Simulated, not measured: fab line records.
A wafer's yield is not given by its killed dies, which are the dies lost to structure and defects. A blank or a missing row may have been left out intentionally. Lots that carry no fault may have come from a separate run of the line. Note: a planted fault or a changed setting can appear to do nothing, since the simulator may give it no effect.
Chamber matching	flow sky130	cmp-02 running SKY_VIA1_CMP_24: 4 sister chambers
The step polishes, stops on SiO2, t overpolish 15 s, target thk 0 nm. 8 wafers are shown with their chamber, then 8 later ones without.

== WAFERS WITH THEIR CHAMBER ==
wafer	chamber	motor-current-A (A)	slurry-filter-dp-kPa (kPa)
L443.2	0	11.2	13.68
L445.1	3	12.3	13.59
L447.2	3	11.5	13.79
L447.5	2	11.6	13.32
L448.2	2	11.8	13.46
L448.4	0	10.0	13.38
L448.6	1	11.2	13.63
L457.1	1	12.2	13.78

== WAFERS WITHOUT THEIR CHAMBER ==
wafer	motor-current-A (A)	slurry-filter-dp-kPa (kPa)
L457.2	11.2	13.60
L457.4	11.9	13.42
L459.3	11.3	13.43
L459.4	10.2	13.45
L459.5	11.6	13.68
L461.2	10.3	13.73
L461.3	12.2	13.47
L461.4	11.3	13.89

== WHICH CHAMBER EACH ONE RAN IN ==
wafer	from the rows above	in truth
L457.2	can't be placed: 0 or 1 or 3 or 2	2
L457.4	can't be placed: 2 or 3 or 1 or 0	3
L459.3	can't be placed: 2 or 0 or 1 or 3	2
L459.4	can't be placed: 0 or 2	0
L459.5	can't be placed: 1 or 3 or 0 or 2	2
L461.2	can't be placed: 0 or 1 or 3 or 2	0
L461.3	can't be placed: 2 or 3 or 1 or 0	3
L461.4	can't be placed: 1 or 3 or 0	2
0 of 8 placed correctly. Unplaceable from these rows: 8, with the true chamber sitting among the candidates in 7. Number placed wrongly: 0.
How it was worked out, from the rows above alone: a wafer's distance from a chamber is the root of the sum, over the readings, of the square of ((its reading less the chamber's mean) divided by the reading's scatter). If the next closest chamber is less than 2 further off than the closest, the wafer can't be placed; otherwise it belongs to the closest. The mean given for a chamber averages the wafers shown for that chamber. The scatter is the square root of a quotient: the sum, over the shown wafers, of each reading's squared deviation from its chamber's mean, divided by wafers minus chambers.
